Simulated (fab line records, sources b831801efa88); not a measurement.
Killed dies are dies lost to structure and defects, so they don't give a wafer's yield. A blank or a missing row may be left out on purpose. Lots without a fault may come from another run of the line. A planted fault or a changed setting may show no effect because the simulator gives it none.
fab line records | flow gf180mcu | part 2 of 2: steps 27 to 36 of 36
record lots=5 wafers=15 last_day=34
route steps=602 shown NSD@243 PSD@248 SAB@264 SALICIDE@278
lots that met no fault: from a run of the same line without faults
start_h: hours from the record's first day to the start of the lot's first wafer shown | wait_h: hours since the lot's step before | " the same as in the row above | L1.1+2: a row that stands for several wafers | - no value, or no start given | * or withheld: withheld | < > ~ a bound
route shown NAME@n: a module of which the file shows steps, and the number in the route of the first | usual: mean/standard deviation of fault-free wafers | same: alike in all rows | chamber/n: place in a boat | sites: the reading at each site | _std_site: their standard deviation | _edge_site: outer sites' mean less inner sites' | radius_mm: how far each site lies from the wafer's centre | mask NAME#n: copy n | behind: the tool/chamber that last shaped the wafer | hold: why the lot was held/for how many hours/how that ended | device: the transistor (n, p or np) that didn't switch | end of line: the same wafers' tests at the end of the route | a step without rows: its recipe alone | killed: dies lost to structure and defects at the first sort, not the wafer's yield | map: a wafer's dies, x killed, . not, _ none there
set.NAME: the setting as run; set.NAME@STEP: as run at that earlier step | model.NAME: the simulator's own value behind a step, which no gauge read
lots at some steps of the route; a table a step, a row a wafer
services: from which hour (start_h, from the record's first day; less than 0 if before it) a tool's chamber was out of use, for how many hours, and why
## steps
# step GF_SAB_SOFTBAKE_05
# recipe temp_c=90 time_s=60 resist=NOVOLAK
# usual chill_plate_temp_C=22.98/0.11
# columns lot.wafer tool chamber start_h wait_h chill_plate_temp_C
L078.2 litho_track-02 0 362.58 0.1 23.02
L078.3 " 0 " " 23.17
L078.5 " 0 " " 23.03
L081.1 litho_track-02 0 384.96 0.1 22.94
L081.3 " 0 " " 22.99
L081.4 " 0 " " 22.81
L085.1 litho_track-03 0 421.94 0.1 22.73
L085.3 " 0 " " 22.89
L085.5 " 0 " " 22.93
L092.1 litho_track-04 0 483.83 0.1 22.91
L092.4 " 0 " " 23.12
L092.5 " 0 " " 23.07
L097.2 litho_track-03 0 526.72 0.1 23.01
L097.3 " 0 " " 23.03
L097.4 " 0 " " 23.03
# step GF_SAB_EXPOSE_06
# recipe mask_id=SAB target_cd_nm=420 na=0.6 source_shape=conventional sigma_outer=0.6 dose_mj=140
# columns lot.wafer tool chamber start_h wait_h mask
L078.2+3+5 iline_stepper-01 0 - - SAB#0
L081.1+3+4 iline_stepper-02 0 - - SAB#0
L085.1+3+5 iline_stepper-01 0 - - SAB#0
L092.1+4+5 iline_stepper-01 0 - - SAB#0
L097.2+3+4 iline_stepper-01 0 - - SAB#0
# step GF_SAB_PEB_07
# recipe temp_c=withheld time_s=* resist=NOVOLAK
# usual chill_plate_temp_C=*
# columns lot.wafer tool chamber start_h wait_h chill_plate_temp_C
L078.2 litho_track-03 0 - - *
L078.3 " 0 " " *
L078.5 " 0 " " *
L081.1 litho_track-04 0 - - *
L081.3 " 0 " " *
L081.4 " 0 " " *
L085.1 litho_track-04 0 - - *
L085.3 " 0 " " *
L085.5 " 0 " " *
L092.1 litho_track-04 0 - - *
L092.4 " 0 " " *
L092.5 " 0 " " *
L097.2 litho_track-04 0 - - *
L097.3 " 0 " " *
L097.4 " 0 " " *
# step GF_SAB_DEVELOP_08
# recipe develop_time_s=60 dev_temp_c=23
# usual chill_plate_temp_C=22.98/0.11 developer_temp_C=22.98/0.094
# columns lot.wafer tool chamber start_h wait_h chill_plate_temp_C developer_temp_C
L078.2 litho_track-03 0 377.92 0.1 22.93 23.09
L078.3 " 0 " " 22.92 23.13
L078.5 " 0 " " 23.01 23.03
L081.1 litho_track-04 0 396.28 0.1 22.90 23.10
L081.3 " 0 " " 22.93 22.98
L081.4 " 0 " " 22.70 22.93
L085.1 litho_track-04 0 433.88 0.1 22.91 22.89
L085.3 " 0 " " 23.16 22.94
L085.5 " 0 " " 23.07 22.90
L092.1 litho_track-04 0 495.53 0.1 22.80 23.11
L092.4 " 0 " " 22.68 22.89
L092.5 " 0 " " 22.98 23.01
L097.2 litho_track-04 0 538.25 0.1 23.04 22.96
L097.3 " 0 " " 22.99 23.19
L097.4 " 0 " " 23.00 23.14
# step GF_SAB_CD_MEAS_09
# recipe target_cd_nm=420
# usual cd_nm=420.9/2.1
# columns lot.wafer tool chamber start_h wait_h cd_nm
L078.2 cd_sem-01 - 378.06 0.1 420.1
L078.3 " - " " 419.5
L078.5 " - " " 420.3
L081.1 cd_sem-02 - 396.43 0.1 418.8
L081.3 " - " " 418.8
L081.4 " - " " 417.7
L085.1 cd_sem-02 - 434.03 0.1 418.8
L085.3 " - " " 419.1
L085.5 " - " " 418.5
L092.1 cd_sem-02 - 495.68 0.1 425.1
L092.4 " - " " 423.9
L092.5 " - " " 424.9
L097.2 cd_sem-02 - 538.40 0.1 422.6
L097.3 " - " " 423.8
L097.4 " - " " 423.2
# step GF_SAB_OVL_MEAS_10
# usual SAB_OVL=-0.2/1.3
# columns lot.wafer tool chamber start_h wait_h SAB_OVL[nm]
L078.2 overlay-02 - 378.17 0.1 2.5
L078.3 " - " " 0.3
L078.5 " - " " 1.8
L081.1 overlay-02 - 396.55 0.1 -2.4
L081.3 " - " " -1.5
L081.4 " - " " -3.0
L085.1 overlay-01 - 434.15 0.1 0.7
L085.3 " - " " 0.2
L085.5 " - " " 0.4
L092.1 overlay-01 - 495.80 0.1 0.0
L092.4 " - " " 0.6
L092.5 " - " " -0.2
L097.2 overlay-01 - 538.50 0.1 1.7
L097.3 " - " " 0.0
L097.4 " - " " 0.8
# step GF_SAB_ETCH_11
# recipe chemistry=C4F8/O2/Ar mask_material=NOVOLAK target=SiO2 target_depth_nm=55 source_w=1500 bias_w=1200 pressure_mtorr=40 c4f8_flow_sccm=withheld O2_flow_sccm=6 Ar_flow_sccm=300 time_s=8.5
# usual oes_product_au=0.998/0.008
# columns lot.wafer tool chamber start_h wait_h oes_product_au rf_hours_counter_h
L078.2 rie_diel-04 0 378.20 0.0 1.005 0
L078.3 " 3 " " 1.003 67
L078.5 " 3 " " 0.985 -
L081.1 rie_diel-04 3 396.58 0.0 0.998 67
L081.3 " 1 " " 0.998 19
L081.4 " 2 " " 0.992 6
L085.1 rie_diel-04 3 434.18 0.0 1.000 68
L085.3 " 2 " " 0.997 7
L085.5 " 2 " " 0.991 -
L092.1 rie_diel-01 1 495.83 0.0 0.991 34
L092.4 " 0 " " 0.996 13
L092.5 " 0 " " 0.999 -
L097.2 rie_diel-01 3 538.53 0.0 1.019 2
L097.3 " 0 " " 0.999 14
L097.4 " 1 " " 0.994 35
# step GF_SAB_WET_ETCH_12
# recipe chemistry=dHF target_depth_nm=22 dry=n2_spin target=SiO2 temp_c=25 dilution=100:1 time_s=440
# columns lot.wafer tool chamber start_h wait_h
L078.2+3+5 wet_bench-01 3 378.22 0.0
L081.1+3+4 wet_bench-03 0 396.61 0.0
L085.1+3+5 wet_bench-01 1 434.21 0.0
L092.1+4+5 wet_bench-02 3 495.85 0.0
L097.2+3+4 wet_bench-01 1 538.55 0.0
# step GF_SAB_STRIP_13
# recipe chemistry=O2/N2 power_w=1400 pressure_mtorr=1500 platen_temp_c=250 o2_flow_sccm=3000 n2_flow_sccm=300 overash_fraction=0.5
# usual drypump_motor_current_A=5.5/0.33 heater_power_w=309/29 oes_product_au=0.709/0.0045 strip_time_to_endpoint_s=12.618/0.029
# columns lot.wafer tool chamber start_h wait_h drypump_motor_current_A heater_power_w oes_product_au rf_hours_counter_h strip_time_to_endpoint_s
L078.2 plasma_asher-01 1 378.35 0.0 5.8 363 0.704 74 12.616
L078.3 " 1 " " 5.7 370 0.707 - 12.581
L078.5 " 0 " " 5.6 352 0.717 - 12.574
L081.1 plasma_asher-01 1 396.75 0.0 5.8 369 0.707 76 12.620
L081.3 " 1 " " 5.8 371 0.705 - 12.605
L081.4 " 0 " " 5.6 357 0.713 - 12.636
L085.1 plasma_asher-03 1 434.35 0.0 5.3 326 0.710 65 12.617
L085.3 " 1 " " 5.3 330 0.704 - 12.633
L085.5 " 0 " " 4.8 277 0.708 - 12.634
L092.1 plasma_asher-03 1 495.98 0.0 5.3 315 0.714 72 12.608
L092.4 " 1 " " 5.3 325 0.708 - 12.674
L092.5 " 1 " " 5.3 328 0.709 - 12.656
L097.2 plasma_asher-03 0 538.68 0.0 4.8 281 0.707 76 12.618
L097.3 " 0 " " 4.8 284 0.699 - 12.617
L097.4 " 1 " " 5.3 314 0.712 - 12.571
# step GF_SALICIDE_CLEAN_00
# recipe chemistry=SC1/SC2 mix=1:4:20 temp_c=70 time_s=150
# columns lot.wafer tool chamber start_h wait_h
L078.2+3+5 wet_bench-03 2 378.45 0.1
L081.1+3+4 wet_bench-04 3 396.85 0.1
L085.1+3+5 wet_bench-03 1 434.45 0.1
L092.1+4+5 wet_bench-04 3 496.08 0.1
L097.2+3+4 wet_bench-03 2 538.78 0.1
## services
# columns tool chamber start_h hours kind
pecvd-03 - 305.71 0.9 repair
plasma_asher-02 - 310.99 1.8 repair
iline_stepper-02 - 316.94 1.7 pm
plasma_asher-02 - 325.37 0.7 repair
implanter-03 - 346.41 20.0 repair
iline_stepper-02 - 362.77 6.7 repair
implanter-02 - 369.89 2.0 repair
rie_diel-04 1 371.83 17.3 repair
implanter-02 - 373.67 6.6 pm
iline_stepper-01 - 387.73 8.9 pm
rie_diel-04 3 417.30 2.7 repair
plasma_asher-01 - 421.25 9.0 pm
plasma_asher-03 - 439.27 0.8 repair
iline_stepper-01 - 446.99 8.4 repair
plasma_asher-01 - 449.46 7.5 repair
rie_diel-04 0 458.57 6.6 repair
rie_diel-04 - 466.89 0.9 repair
plasma_asher-01 - 486.34 0.3 repair
pecvd-03 - 487.56 1.0 repair
iline_stepper-01 - 509.21 1.7 pm
iline_stepper-02 - 509.63 5.1 repair
pecvd-03 - 510.05 0.9 repair
pecvd-03 - 520.29 0.9 repair
iline_stepper-02 - 535.13 1.7 pm
